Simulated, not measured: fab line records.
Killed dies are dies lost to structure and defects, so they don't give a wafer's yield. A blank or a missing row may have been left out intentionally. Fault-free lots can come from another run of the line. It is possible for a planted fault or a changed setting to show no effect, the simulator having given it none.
Struck lot and sound lot, side by side ; flow sky130 ; 21 steps out of a route of 708
Sound: wafers L688.2, L688.3, L688.5. Wafers struck: L704.1, L704.2, L704.4. At the end, the cause is stated.
Each step with rows lists, per side, the tool, then ch with its chambers, then its first start. Under that, the readings that differ: sound wafers ; struck wafers ; difference of the means ; sigmas: that difference in standard deviations of wafers without a fault.
alike: a reading whose means differ by less than 2 such deviations, as well as words and numbers matching on both sides. not compared: withheld readings; readings where some wafer has no value; bounds like >300 that might hide an equal value; numbers whose values overlap and for which the record gives no deviation.
A row with sigmas, a row that says differs or no value, or rows on one side alone: a step with any of these is where the two part. Numbers that have no deviation but don't overlap get no sigmas and don't part them. A reading missing from all wafers of one side parts the sides only when that side holds two or more wafers.

first, 1 step without rows for these wafers: SKY_RES_XHIGH_IMPLANT_07.
SKY_RES_XHIGH_STRIP_08: strips in O2/N2.
  sound on plasma_asher-03 ch 1, day 26 17:48; struck on plasma_asher-01 ch 0,1, day 32 15:03
  alike: drypump_motor_current_A, oes_product_au, strip_time_to_endpoint_s
  not compared: rf_hours_counter_h
SKY_RES_XHIGH_TW_MEAS_09:
  struck on film_metro-01, day 32 15:09; sound on film_metro-02, day 26 17:55
  alike: RES_XHIGH_TW
then, 7 steps without rows for these wafers: SKY_SD_N_DEHYDRATE_00 (time 60 s); SKY_SD_N_HMDS_01 (prime time 60 s); SKY_SD_N_COAT_02 (resist thk 1140 nm); SKY_SD_N_SOFTBAKE_03 (time 60 s); SKY_SD_N_EXPOSE_04 (exposes mask NSDM, target cd 380 nm); SKY_SD_N_PEB_05; SKY_SD_N_DEVELOP_06 (develop time 60 s).
SKY_SD_N_CD_MEAS_07 targets a cd of 380 nm.
  struck on cd_sem-02, day 33 18:01; sound on cd_sem-01, day 27 23:14
  alike: cd_nm
SKY_SD_N_OVL_MEAS_08:
  struck on overlay-01, day 33 18:08; sound on overlay-01, day 27 23:20
reading;sound;struck;difference;sigmas
SD_N_OVL (nm);-2.5 -4.3 -3.7;-1.6 0.5 -0.6;+2.9;+2
SKY_SD_N_IMPLANT_09:
  sound on implanter-01 ch 0, day 27 23:24; struck on implanter-01 ch 0, day 33 18:10
reading;sound;struck;difference;sigmas
beam_on_s (s);19.4 18.8 18.2;10.1 10.0 9.8;-8.8;-6
dose_ions_cm2;3.996e+15 4.003e+15 3.996e+15;2.018e+15 2.015e+15 2.023e+15;-1.980e+15;-99 or more
after that, 1 step had no rows for these wafers: SKY_SD_N_IMPLANT_10.
SKY_SD_N_STRIP_11: strips in O2/N2.
  sound on plasma_asher-04 ch 0,1, day 27 23:40; struck on plasma_asher-02 ch 0,1, day 33 18:28
reading;sound;struck;difference;sigmas
oes_product_au (a.u.);0.524 0.522 0.528;0.557 0.564 0.565;+0.037;+9
strip_time_to_endpoint_s (s);22.57 22.60 22.61;20.20 20.25 20.19;-2.38;-57
  alike: drypump_motor_current_A
  not compared: rf_hours_counter_h
SKY_SD_N_TW_MEAS_12:
  struck on film_metro-04, day 33 18:34; sound on film_metro-04, day 27 23:47
  alike: SD_N_TW
then, 1 step without rows for these wafers: SKY_SD_N_CLEAN_13 (cleans in SC1/SC2, time 150 s).
SKY_SD_N_RTA_14: time 2 s.
  sound on rtp_anneal-02 ch 0, day 28 00:02; struck on rtp_anneal-02 ch 0, day 33 18:41
  alike: anneal_temp_c_max, chamber_o2_ppm, lamp_power_pct, wafer_temp_C_max
SKY_SD_N_RS_MEAS_16: a four-point-probe measurement.
  struck on film_metro-01, day 33 18:51; sound on film_metro-01, day 28 00:14
reading;sound;struck;difference;sigmas
SD_N_RS (ohm/sq);68.44 68.38 68.52;77.27 77.11 77.16;+8.73;+67
SKY_SD_N_RS_MEAS_17: a four-point-probe measurement.
  struck on film_metro-01, day 33 18:58; sound on film_metro-01, day 28 00:21
  alike: SD_P_RS
-- the record jumps here: 16 days lie between the struck wafers' starts before and after (it left off in module SD_N and takes up again in module PAD_OPEN, whose first step shown is number 708 of the route) --
SKY_PAD_OPEN_PROBE_99:
  struck on prober-02, day 49 23:43; sound on prober-02, day 45 19:46
reading;sound;struck;difference;sigmas
model.etest.res_ndiff.line_ohm_um;788.4 762.8 769.9;905.4 910.2 897.4;+130.6;
model.etest.nfet_g5v0d10v5.r_on_ohm_um;1855 1879 1881;1941 1958 1975;+86;
model.etest.sonos_uncharged.r_on_ohm_um;798.9 821.3 818;874.3 882.1 883;+67.1;
model.etest.licon_ndiff.rc_ohm;187.2 187.2 180.5;219.8 232.1 217.5;+38.2;
model.etest.nfet_01v8.r_on_ohm_um;803.8 828.9 812.9;855.2 858.6 876.6;+48.3;
model.etest.res_ndiff_hv.rs_ohm_sq;116.4 116.4 115.9;134.8 132.8 133.6;+17.5;
model.etest.res_ndiff.rs_ohm_sq;122.5 123 122;139.9 139.5 138.8;+16.9;
  alike: killed_at_M0_to_M3, killed_at_M4_up, killed_at_contacts, killed_at_front_end, killed_at_other, killed_dies, killed_open, killed_short

WHERE THEY PART
At SKY_SD_N_OVL_MEAS_08 first; at SKY_SD_N_RS_MEAS_16 last (within this record only). Later steps at which nothing parts them and some readings are alike: SKY_SD_N_RS_MEAS_17, SKY_PAD_OPEN_PROBE_99.

WHY: whatever the simulator had introduced
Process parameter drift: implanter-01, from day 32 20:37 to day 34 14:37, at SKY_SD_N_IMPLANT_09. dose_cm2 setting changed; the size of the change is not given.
